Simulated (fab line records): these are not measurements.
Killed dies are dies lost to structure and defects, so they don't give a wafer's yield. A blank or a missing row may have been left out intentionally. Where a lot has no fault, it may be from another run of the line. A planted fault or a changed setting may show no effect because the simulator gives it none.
fab line records	flow sky130	part 1 of 2: steps 1 to 25 of 34
record: lots: 5	wafers: 15	lastDay: 50
route steps=708 shown VIA3@587 METAL4@598 CAP2M@603
lots that met no fault: taken from a fault-free run of the same line
startH: the number of hours between the record's first day and the start of the first shown wafer of the lot	waitH: hours elapsed since this lot's preceding step	" identical to the entry in the row above	L1.1+2: one row covering several wafers at once	- value missing, or start not given	* or withheld: withheld	< > ~ a bound
route shown NAME@n: NAME is a module with steps in the file, n the number in the route of the first one	usual: mean/standard deviation of fault-free wafers	same: alike in all rows	chamber/n: place in a boat	sites: per-site readings	_std_site: how widely they spread, as a standard deviation	_edge_site: the outer-site mean with the inner-site mean subtracted	radiusMm: how far each site lies from the wafer's centre	mask NAME#n: copy n	behind: the most recent tool/chamber to have shaped the wafer	hold: why the lot was held/for how many hours/how that ended	device: which transistor (n, p or np) failed to switch	end of line: the route-end tests of the same wafers	step lacking rows: just its recipe	killed: the dies lost at the first sort to structure and to defects; this is not the yield of the wafer	map: the dies of a wafer, with x for killed, . for not killed, _ for no die there
set.NAME: the setting the step ran with; set.NAME@STEP: the setting that earlier step ran with	model.NAME: the simulator's own value behind a step, which no gauge read
a table for each step, a row for each wafer; lots at some steps of the route
services: the hour from which a tool's chamber was out of use, counted from the record's first day as startH (under 0 if before that day), plus the number of hours and why
== steps ==
step: SKY_VIA3_ETCH_14
recipe: chemistry: N2/H2	target: BARC	ionEnergyEv: 200	sourceW: 500	biasW: 100	pressureMtorr: 30	n2FlowSccm: 100	h2FlowSccm: 200	stopOn: SiO2	timeS: 45.9	targetDepthA: 600
usual: drypumpMotorCurrentA: 5.6/0.53	oesProductAu: 0.855/0.0044	throttleValvePct: 13.225/0.0085
lot.wafer	tool	chamber	startH	waitH	drypumpMotorCurrentA	oesProductAu	rfHoursCounterH	throttleValvePct
L077.1	rieDiel-03	2	940.29	0.0	6.6	0.860	14	13.219
L077.5	"	3	"	"	5.4	0.856	-	13.237
L077.6	"	2	"	"	6.6	0.854	-	13.226
L080.4	rieDiel-01	3	978.62	0.0	6.0	0.859	4	13.213
L080.5	"	1	"	"	6.1	0.856	-	13.228
L080.6	"	2	"	"	5.1	0.855	-	13.215
L084.1	rieDiel-04	1	1002.97	0.0	6.0	0.848	27	13.229
L084.5	"	1	"	"	6.0	0.864	-	13.227
L084.6	"	0	"	"	5.0	0.857	-	13.219
L089.1	rieDiel-01	1	1054.89	0.0	6.1	0.851	15	13.222
L089.3	"	3	"	"	6.0	0.846	7	13.226
L089.6	"	2	"	"	5.0	0.868	-	13.224
L097.1	rieDiel-03	2	1079.02	0.0	6.7	0.853	19	13.225
L097.4	"	0	"	"	5.6	0.848	11	13.224
L097.5	"	2	"	"	6.7	0.856	-	13.218
step: SKY_VIA3_ETCH_15
recipe: target: SiO2	chemistry: C4F8/O2/Ar	targetDepthNm: 507	stopOn: TiN	maskMaterial: KrF-thick	sourceW: 1500	biasW: 1200	pressureMtorr: 40	c4f8FlowSccm: withheld	O2_flow_sccm: 6	Ar_flow_sccm: 300	timeS: 78
usual: oesProductAu: 0.946/0.0043
lot.wafer	tool	chamber	startH	waitH	oesProductAu	rfHoursCounterH
L077.1	rieDiel-03	2	940.33	0.0	0.943	14
L077.5	"	3	"	"	0.940	-
L077.6	"	2	"	"	0.946	-
L080.4	rieDiel-01	3	978.66	0.0	0.946	4
L080.5	"	1	"	"	0.935	-
L080.6	"	2	"	"	0.941	-
L084.1	rieDiel-04	1	1003.01	0.0	0.947	28
L084.5	"	1	"	"	0.952	-
L084.6	"	0	"	"	0.941	-
L089.1	rieDiel-01	1	1054.93	0.0	0.946	15
L089.3	"	3	"	"	0.948	7
L089.6	"	2	"	"	0.952	-
L097.1	rieDiel-03	2	1079.06	0.0	0.948	19
L097.4	"	0	"	"	0.947	11
L097.5	"	2	"	"	0.944	-
step: SKY_VIA3_STRIP_16
recipe: chemistry: O2/N2	powerW: 1400	pressureMtorr: 1500	platenTempC: withheld	o2FlowSccm: 3000	n2FlowSccm: 300	overashFraction: 0.5
usual: drypumpMotorCurrentA: 5.7/0.39	o2FlowSccm: 2999/8.8	oesProductAu: 0.402/0.0044	stripTimeToEndpointS: 4.120/0.022
lot.wafer	tool	chamber	startH	waitH	drypumpMotorCurrentA	o2FlowSccm	oesProductAu	rfHoursCounterH	stripTimeToEndpointS
L077.1	plasmaAsher-04	1	940.39	0.0	6.0	3006	0.407	19	4.086
L077.5	"	0	"	"	6.1	2985	0.394	-	4.115
L077.6	"	1	"	"	6.0	3005	0.402	-	4.098
L080.4	plasmaAsher-03	0	978.75	0.1	5.5	3006	0.408	-	4.148
L080.5	"	1	"	"	5.8	3001	0.399	-	4.144
L080.6	"	0	"	"	5.5	2999	0.410	-	4.158
L084.1	plasmaAsher-03	0	1003.07	0.0	5.5	3010	0.396	116	4.066
L084.5	"	1	"	"	5.7	2998	0.401	-	4.090
L084.6	"	0	"	"	5.6	3001	0.398	-	4.099
L089.1	plasmaAsher-04	1	1054.99	0.0	6.0	3005	0.412	30	4.134
L089.3	"	0	"	"	6.1	3014	0.398	-	4.104
L089.6	"	1	"	"	6.0	2984	0.401	-	4.111
L097.1	plasmaAsher-04	0	1079.12	0.0	6.1	3003	0.403	32	4.103
L097.4	"	0	"	"	6.1	2991	0.401	-	4.112
L097.5	"	1	"	"	6.0	3004	0.397	-	4.075
step: SKY_VIA3_STRIP_17
recipe: chemistry: postEtchResidueRemover	timeS: 1200	tempC: 72.5
usual: tempC: 72.51/0.1
lot.wafer	tool	chamber	startH	waitH	tempC
L077.1	wetBench-02	2	940.49	0.1	72.70
L077.5	"	2	"	"	72.47
L077.6	"	2	"	"	72.54
L080.4	wetBench-03	1	978.82	0.0	72.66
L080.5	"	1	"	"	72.61
L080.6	"	1	"	"	72.62
L084.1	wetBench-03	0	1003.17	0.1	72.52
L084.5	"	0	"	"	72.49
L084.6	"	0	"	"	72.39
L089.1	wetBench-01	1	1055.09	0.1	72.40
L089.3	"	1	"	"	72.51
L089.6	"	1	"	"	72.39
L097.1	wetBench-01	2	1079.25	0.1	72.40
L097.4	"	2	"	"	72.42
L097.5	"	2	"	"	72.53
step: SKY_VIA3_CLEAN_18
recipe: chemistry: IPA	timeS: 180	tempC: 25
usual: tempC: 25.00/0.098
lot.wafer	tool	chamber	startH	waitH	tempC
L077.1	wetBench-03	0	940.84	0.0	25.12
L077.5	"	0	"	"	25.15
L077.6	"	0	"	"	25.13
L080.4	wetBench-01	1	979.57	0.0	24.83
L080.5	"	1	"	"	24.92
L080.6	"	1	"	"	25.00
L084.1	wetBench-02	1	1003.51	0.0	24.89
L084.5	"	1	"	"	24.99
L084.6	"	1	"	"	25.01
L089.1	wetBench-03	3	1055.44	0.0	24.93
L089.3	"	3	"	"	25.00
L089.6	"	3	"	"	25.10
L097.1	wetBench-03	0	1079.62	0.0	24.99
L097.4	"	0	"	"	25.17
L097.5	"	0	"	"	25.14
step: SKY_VIA3_CLEAN_19
recipe: chemistry: O3/DIW	dry: n2Spin
lot.wafer	tool	chamber	startH	waitH
L077.1+5+6	wetBench-01	3	940.89	0.0
L080.4+5+6	wetBench-02	2	979.62	0.0
L084.1+5+6	wetBench-03	0	1003.57	0.0
L089.1+3+6	wetBench-01	3	1055.49	0.0
L097.1+4+5	wetBench-01	1	1079.68	0.0
step: SKY_VIA3_SPUTTER_20
recipe: material: TiN	targetThkNm: 20	chamberPressurePa: 5	powerW: 4000	timeS: 80
usual: throttleValvePct: 29.9/0.99
lot.wafer	tool	chamber	startH	waitH	throttleValvePct
L077.1	pvdSputter-02	-	940.99	0.0	30.1
L077.5	"	-	"	"	29.8
L077.6	"	-	"	"	32.3
L080.4	pvdSputter-02	-	979.72	0.0	29.6
L080.5	"	-	"	"	32.4
L080.6	"	-	"	"	30.2
L084.1	pvdSputter-03	-	1003.66	0.0	28.2
L084.5	"	-	"	"	29.1
L084.6	"	-	"	"	30.1
L089.1	pvdSputter-02	-	1055.59	0.0	32.2
L089.3	"	-	"	"	29.8
L089.6	"	-	"	"	32.2
L097.1	pvdSputter-04	-	1079.78	0.0	29.5
L097.4	"	-	"	"	30.7
L097.5	"	-	"	"	29.7
step: SKY_VIA3_CVD_21
recipe: material: W	targetThkNm: 390	timeS: 117.31	tempC: 400	pressureTorr: 40
usual: heaterPowerW: 882/70
lot.wafer	tool	chamber	startH	waitH	heaterPowerW	sinceWetCleanH
L077.1	cvdW-02	0	941.05	0.0	950	23
L077.5	"	1	"	"	922	-
L077.6	"	0	"	"	929	-
L080.4	cvdW-02	0	979.83	0.1	939	-
L080.5	"	1	"	"	930	-
L080.6	"	0	"	"	942	-
L084.1	cvdW-01	0	1003.72	0.0	754	600
L084.5	"	1	"	"	874	-
L084.6	"	0	"	"	749	-
L089.1	cvdW-01	0	1055.65	0.0	752	652
L089.3	"	0	"	"	740	-
L089.6	"	0	"	"	769	-
L097.1	cvdW-01	1	1079.84	0.0	903	676
L097.4	"	1	"	"	878	-
L097.5	"	1	"	"	871	-
step: SKY_VIA3_RS_MEAS_22
recipe: thkMeasGauge: four-point-probe	reads: W_of_VIA3_CVD_21+TiN_of_VIA3_SPUTTER_20
usual: VIA3_W_RS: 0.2956/0.0028
lot.wafer	tool	chamber	startH	waitH	VIA3_W_RS[ohm/sq]
L077.1	filmMetro-04	-	941.17	0.1	0.2918
L077.5	"	-	"	"	0.2960
L077.6	"	-	"	"	0.2946
L080.4	filmMetro-03	-	979.97	0.1	0.2925
L080.5	"	-	"	"	0.2937
L080.6	"	-	"	"	0.2923
L084.1	filmMetro-04	-	1003.85	0.1	0.2968
L084.5	"	-	"	"	0.2937
L084.6	"	-	"	"	0.2986
L089.1	filmMetro-03	-	1055.77	0.1	0.3021
L089.3	"	-	"	"	0.2949
L089.6	"	-	"	"	0.2964
L097.1	filmMetro-04	-	1079.96	0.1	0.2974
L097.4	"	-	"	"	0.2978
L097.5	"	-	"	"	0.2985
step: SKY_VIA3_THK_MEAS_23
recipe: thkMeasGauge: xrf	reads: W_of_VIA3_CVD_21
usual: VIA3_W_THK: 401/7.5
lot.wafer	tool	chamber	startH	waitH	VIA3_W_THK[nm]
L077.1	filmMetro-04	-	941.29	0.1	403
L077.5	"	-	"	"	394
L077.6	"	-	"	"	396
L080.4	filmMetro-03	-	980.06	0.1	418
L080.5	"	-	"	"	413
L080.6	"	-	"	"	417
L084.1	filmMetro-04	-	1003.97	0.1	388
L084.5	"	-	"	"	394
L084.6	"	-	"	"	388
L089.1	filmMetro-03	-	1055.89	0.1	397
L089.3	"	-	"	"	409
L089.6	"	-	"	"	406
L097.1	filmMetro-04	-	1080.08	0.1	392
L097.4	"	-	"	"	391
L097.5	"	-	"	"	390
step: SKY_VIA3_CMP_24
recipe: stopOn: SiO2	tOverpolishS: 20	downForcePsi: 3.5	platenRpm: 60	targetThkNm: 0	padVelocityMS: 0.94248
usual: edgeZonePressureFrac: 1.000/0.0049	motorCurrentA: 10.6/0.91	overpolishRunS: 20.000/0.0088	timeToEndpointS: 94.2/2.8
lot.wafer	tool	chamber	startH	waitH	edgeZonePressureFrac	motorCurrentA	overpolishRunS	timeToEndpointS
L077.1	cmp-02	3	941.40	0.1	0.999	9.1	19.995	96.7
L077.6	"	2	"	"	1.002	11.8	20.006	95.0
L077.5	"	3	"	"	1.007	9.4	19.998	94.4
L080.4	cmp-02	3	980.24	0.2	0.991	9.4	19.990	99.4
L080.5	"	0	"	"	1.004	11.0	19.977	94.5
L080.6	"	1	"	"	1.005	10.6	19.989	97.1
L084.1	cmp-01	1	1004.13	0.1	0.998	11.2	20.006	94.9
L084.6	"	3	"	"	1.005	9.9	19.997	94.2
L084.5	"	0	"	"	0.999	11.7	19.993	95.7
L089.1	cmp-02	3	1056.00	0.1	1.004	9.3	20.002	96.9
L089.3	"	1	"	"	0.994	10.1	20.005	96.0
L089.6	"	3	"	"	0.997	8.8	20.002	96.9
L097.4	cmp-02	0	1080.19	0.1	0.998	11.0	19.990	90.4
L097.1	"	2	"	"	0.990	11.1	19.991	93.3
L097.5	"	3	"	"	1.000	8.5	19.985	91.2
step: SKY_METAL4_SPUTTER_00
recipe: material: Ti	targetThkNm: 15	powerW: 3000	timeS: 10	chamberPressurePa: 0.4
usual: throttleValvePct: 30.0/0.99
lot.wafer	tool	chamber	startH	waitH	throttleValvePct
L077.1	pvdSputter-01	-	941.65	0.2	29.4
L077.5	"	-	"	"	29.6
L077.6	"	-	"	"	29.1
L080.4	pvdSputter-03	-	980.39	0.1	28.9
L080.5	"	-	"	"	29.9
L080.6	"	-	"	"	29.0
L084.1	pvdSputter-02	-	1004.33	0.1	30.3
L084.5	"	-	"	"	30.1
L084.6	"	-	"	"	32.2
L089.1	pvdSputter-02	-	1056.25	0.2	29.7
L089.3	"	-	"	"	30.1
L089.6	"	-	"	"	30.2
L097.1	pvdSputter-03	-	1080.44	0.1	30.3
L097.4	"	-	"	"	30.1
L097.5	"	-	"	"	28.6
step: SKY_METAL4_SPUTTER_01
recipe: material: TiN	targetThkNm: 20	powerW: 6500	timeS: 16.7	chamberPressurePa: 0.4
usual: throttleValvePct: 30.0/0.98
lot.wafer	tool	chamber	startH	waitH	throttleValvePct
L077.1	pvdSputter-01	-	941.67	0.0	29.6
L077.5	"	-	"	"	29.7
L077.6	"	-	"	"	29.0
L080.4	pvdSputter-03	-	980.41	0.0	29.0
L080.5	"	-	"	"	30.2
L080.6	"	-	"	"	29.0
L084.1	pvdSputter-02	-	1004.35	0.0	30.2
L084.5	"	-	"	"	30.0
L084.6	"	-	"	"	32.2
L089.1	pvdSputter-02	-	1056.27	0.0	29.9
L089.3	"	-	"	"	30.1
L089.6	"	-	"	"	30.4
L097.1	pvdSputter-03	-	1080.47	0.0	30.1
L097.4	"	-	"	"	30.0
L097.5	"	-	"	"	29.0
step: SKY_METAL4_SPUTTER_02
recipe: material: AlCu	targetThkNm: 735	powerW: 10600	timeS: 39.1	chamberPressurePa: 0.4
usual: throttleValvePct: 30.0/0.99
lot.wafer	tool	chamber	startH	waitH	throttleValvePct
L077.1	pvdSputter-01	-	941.70	0.0	29.5
L077.5	"	-	"	"	29.5
L077.6	"	-	"	"	29.1
L080.4	pvdSputter-03	-	980.44	0.0	29.0
L080.5	"	-	"	"	30.0
L080.6	"	-	"	"	28.9
L084.1	pvdSputter-02	-	1004.38	0.0	30.3
L084.5	"	-	"	"	30.0
L084.6	"	-	"	"	31.9
L089.1	pvdSputter-02	-	1056.30	0.0	30.0
L089.3	"	-	"	"	30.0
L089.6	"	-	"	"	30.2
L097.1	pvdSputter-03	-	1080.49	0.0	29.7
L097.4	"	-	"	"	29.7
L097.5	"	-	"	"	28.9
step: SKY_METAL4_SPUTTER_03
recipe: material: Ti	targetThkNm: 5	powerW: 3000	timeS: 3.3	chamberPressurePa: 0.4
usual: throttleValvePct: 30.0/0.99
lot.wafer	tool	chamber	startH	waitH	throttleValvePct
L077.1	pvdSputter-01	-	941.74	0.0	29.4
L077.5	"	-	"	"	29.8
L077.6	"	-	"	"	28.6
L080.4	pvdSputter-03	-	980.48	0.0	28.9
L080.5	"	-	"	"	30.2
L080.6	"	-	"	"	28.8
L084.1	pvdSputter-02	-	1004.41	0.0	30.1
L084.5	"	-	"	"	29.9
L084.6	"	-	"	"	32.1
L089.1	pvdSputter-02	-	1056.34	0.0	29.9
L089.3	"	-	"	"	30.2
L089.6	"	-	"	"	30.1
L097.1	pvdSputter-03	-	1080.53	0.0	30.1
L097.4	"	-	"	"	30.1
L097.5	"	-	"	"	28.8
step: SKY_METAL4_SPUTTER_04
recipe: material: TiN	targetThkNm: 70	powerW: 6500	timeS: 58.3	chamberPressurePa: 0.4
usual: throttleValvePct: 30.0/0.98
lot.wafer	tool	chamber	startH	waitH	throttleValvePct
L077.1	pvdSputter-01	-	941.75	0.0	29.6
L077.5	"	-	"	"	29.4
L077.6	"	-	"	"	29.0
L080.4	pvdSputter-03	-	980.49	0.0	29.0
L080.5	"	-	"	"	30.3
L080.6	"	-	"	"	29.0
L084.1	pvdSputter-02	-	1004.43	0.0	30.4
L084.5	"	-	"	"	30.1
L084.6	"	-	"	"	32.2
L089.1	pvdSputter-02	-	1056.36	0.0	29.8
L089.3	"	-	"	"	29.9
L089.6	"	-	"	"	30.4
L097.1	pvdSputter-03	-	1080.55	0.0	30.1
L097.4	"	-	"	"	30.2
L097.5	"	-	"	"	29.0
step: SKY_CAP2M_CVD_00
recipe: material: SiO2	targetThkNm: 15.5	tempC: 400	timeS: withheld	rfW: 450
usual: heaterPowerW: 688/79
lot.wafer	tool	chamber	startH	waitH	heaterPowerW
L077.1	pecvd-03	1	941.80	0.0	676
L077.5	"	2	"	"	634
L077.6	"	1	"	"	668
L080.4	pecvd-03	2	980.55	0.0	629
L080.5	"	0	"	"	564
L080.6	"	1	"	"	788
L084.1	pecvd-03	1	1004.48	0.0	724
L084.5	"	2	"	"	736
L084.6	"	1	"	"	725
L089.1	pecvd-04	2	1056.40	0.0	781
L089.3	"	0	"	"	705
L089.6	"	2	"	"	772
L097.1	pecvd-01	1	1080.60	0.0	725
L097.4	"	2	"	"	756
L097.5	"	1	"	"	708
step: SKY_CAP2M_THK_MEAS_01
recipe: reads: SiO2_of_CAP2M_CVD_00
usual: CAP2M_CVD_00_THK: 15.50/0.21
lot.wafer	tool	chamber	startH	waitH	CAP2M_CVD_00_THK[nm]
L077.1	filmMetro-02	-	941.83	-	15.02
L077.5	"	-	"	"	15.55
L077.6	"	-	"	"	15.21
L080.4	filmMetro-01	-	980.59	-	15.74
L080.5	"	-	"	"	15.65
L080.6	"	-	"	"	15.51
L084.1	filmMetro-02	-	1004.50	-	15.25
L084.5	"	-	"	"	15.37
L084.6	"	-	"	"	15.27
L089.1	filmMetro-01	-	1056.43	-	15.26
L089.3	"	-	"	"	15.52
L089.6	"	-	"	"	15.58
L097.1	filmMetro-02	-	1080.62	-	15.36
L097.4	"	-	"	"	15.50
L097.5	"	-	"	"	15.49
step: SKY_CAP2M_SPUTTER_02
recipe: material: TiN	targetThkNm: 200	tempC: 300	powerW: 6500	timeS: 166.7	chamberPressurePa: 0.4
usual: throttleValvePct: 29.8/0.85
lot.wafer	tool	chamber	startH	waitH	throttleValvePct
L077.1	pvdSputter-04	-	941.89	0.1	29.6
L077.5	"	-	"	"	28.8
L077.6	"	-	"	"	29.6
L080.4	pvdSputter-04	-	980.62	0.0	30.9
L080.5	"	-	"	"	29.7
L080.6	"	-	"	"	29.0
L084.1	pvdSputter-04	-	1004.56	0.1	30.6
L084.5	"	-	"	"	29.1
L084.6	"	-	"	"	30.6
L089.1	pvdSputter-01	-	1056.49	0.1	29.5
L089.3	"	-	"	"	28.8
L089.6	"	-	"	"	30.0
L097.1	pvdSputter-01	-	1080.68	0.1	29.4
L097.4	"	-	"	"	29.8
L097.5	"	-	"	"	29.7
step: SKY_CAP2M_RS_MEAS_03
recipe: thkMeasGauge: four-point-probe	reads: TiN_of_CAP2M_SPUTTER_02
usual: CAP2M_TIN_RS: 6.91/0.058
lot.wafer	tool	chamber	startH	waitH	CAP2M_TIN_RS[ohm/sq]
L077.1	filmMetro-02	-	941.99	0.1	6.94
L077.5	"	-	"	"	6.93
L077.6	"	-	"	"	6.92
L080.4	filmMetro-02	-	980.79	0.1	6.85
L080.5	"	-	"	"	6.77
L080.6	"	-	"	"	6.81
L084.1	filmMetro-01	-	1004.67	0.1	6.91
L084.5	"	-	"	"	6.87
L084.6	"	-	"	"	6.90
L089.1	filmMetro-01	-	1056.60	0.1	6.95
L089.3	"	-	"	"	7.00
L089.6	"	-	"	"	6.99
L097.1	filmMetro-03	-	1080.79	0.1	6.82
L097.4	"	-	"	"	6.82
L097.5	"	-	"	"	6.82
step: SKY_CAP2M_THK_MEAS_04
recipe: thkMeasGauge: xrf	reads: TiN_of_CAP2M_SPUTTER_02
usual: CAP2M_TIN_THK: 202.3/2.3
lot.wafer	tool	chamber	startH	waitH	CAP2M_TIN_THK[nm]
L077.1	filmMetro-02	-	942.11	0.1	198.7
L077.5	"	-	"	"	198.9
L077.6	"	-	"	"	199.6
L080.4	filmMetro-02	-	980.88	0.1	202.8
L080.5	"	-	"	"	204.7
L080.6	"	-	"	"	204.2
L084.1	filmMetro-01	-	1004.79	0.1	201.1
L084.5	"	-	"	"	203.4
L084.6	"	-	"	"	202.1
L089.1	filmMetro-01	-	1056.72	0.1	201.6
L089.3	"	-	"	"	199.7
L089.6	"	-	"	"	200.1
L097.1	filmMetro-03	-	1080.91	0.1	207.9
L097.4	"	-	"	"	207.2
L097.5	"	-	"	"	208.1
step: SKY_CAP2M_DEHYDRATE_05
recipe: tempC: 200	timeS: 60
usual: heaterPowerTotalW: 160.37/0.12
lot.wafer	tool	chamber	startH	waitH	heaterPowerTotalW
L077.1	lithoTrack-04	0	953.36	11.2	160.34
L077.5	"	0	"	"	160.14
L077.6	"	0	"	"	160.29
L080.4	lithoTrack-04	0	991.19	10.3	160.37
L080.5	"	0	"	"	160.44
L080.6	"	0	"	"	160.18
L084.1	lithoTrack-04	0	1015.46	10.7	160.25
L084.5	"	0	"	"	160.19
L084.6	"	0	"	"	160.42
L089.1	lithoTrack-01	0	1066.48	9.8	160.54
L089.3	"	0	"	"	160.16
L089.6	"	0	"	"	160.32
L097.1	lithoTrack-02	0	1090.29	9.4	160.48
L097.4	"	0	"	"	160.25
L097.5	"	0	"	"	160.27
step: SKY_CAP2M_HMDS_06
recipe: primeTimeS: 60	primeTempC: 120
lot.wafer	tool	chamber	startH	waitH
L077.1+5+6	lithoTrack-04	0	953.51	0.1
L080.4+5+6	lithoTrack-04	0	991.34	0.1
L084.1+5+6	lithoTrack-04	0	1015.61	0.1
L089.1+3+6	lithoTrack-01	0	1066.63	0.1
L097.1+4+5	lithoTrack-02	0	1090.44	0.1
step: SKY_CAP2M_COAT_07
recipe: resist: NOVOLAK	spinRpm: 3000	resistThkNm: 1140
lot.wafer	tool	chamber	startH	waitH
L077.1+5+6	lithoTrack-04	0	953.66	0.1
L080.4+5+6	lithoTrack-04	0	991.49	0.1
L084.1+5+6	lithoTrack-04	0	1015.76	0.1
L089.1+3+6	lithoTrack-01	0	1066.78	0.1
L097.1+4+5	lithoTrack-02	0	1090.59	0.1
step: SKY_CAP2M_SOFTBAKE_08
recipe: tempC: 90	timeS: 60	resist: NOVOLAK
usual: heaterPowerTotalW: 56.60/0.047
lot.wafer	tool	chamber	startH	waitH	heaterPowerTotalW
L077.1	lithoTrack-04	0	953.81	0.1	56.53
L077.5	"	0	"	"	56.51
L077.6	"	0	"	"	56.59
L080.4	lithoTrack-04	0	991.64	0.1	56.56
L080.5	"	0	"	"	56.60
L080.6	"	0	"	"	56.58
L084.1	lithoTrack-04	0	1015.91	0.1	56.58
L084.5	"	0	"	"	56.65
L084.6	"	0	"	"	56.59
L089.1	lithoTrack-01	0	1066.93	0.1	56.60
L089.3	"	0	"	"	56.56
L089.6	"	0	"	"	56.63
L097.1	lithoTrack-02	0	1090.74	0.1	56.62
L097.4	"	0	"	"	56.59
L097.5	"	0	"	"	56.63
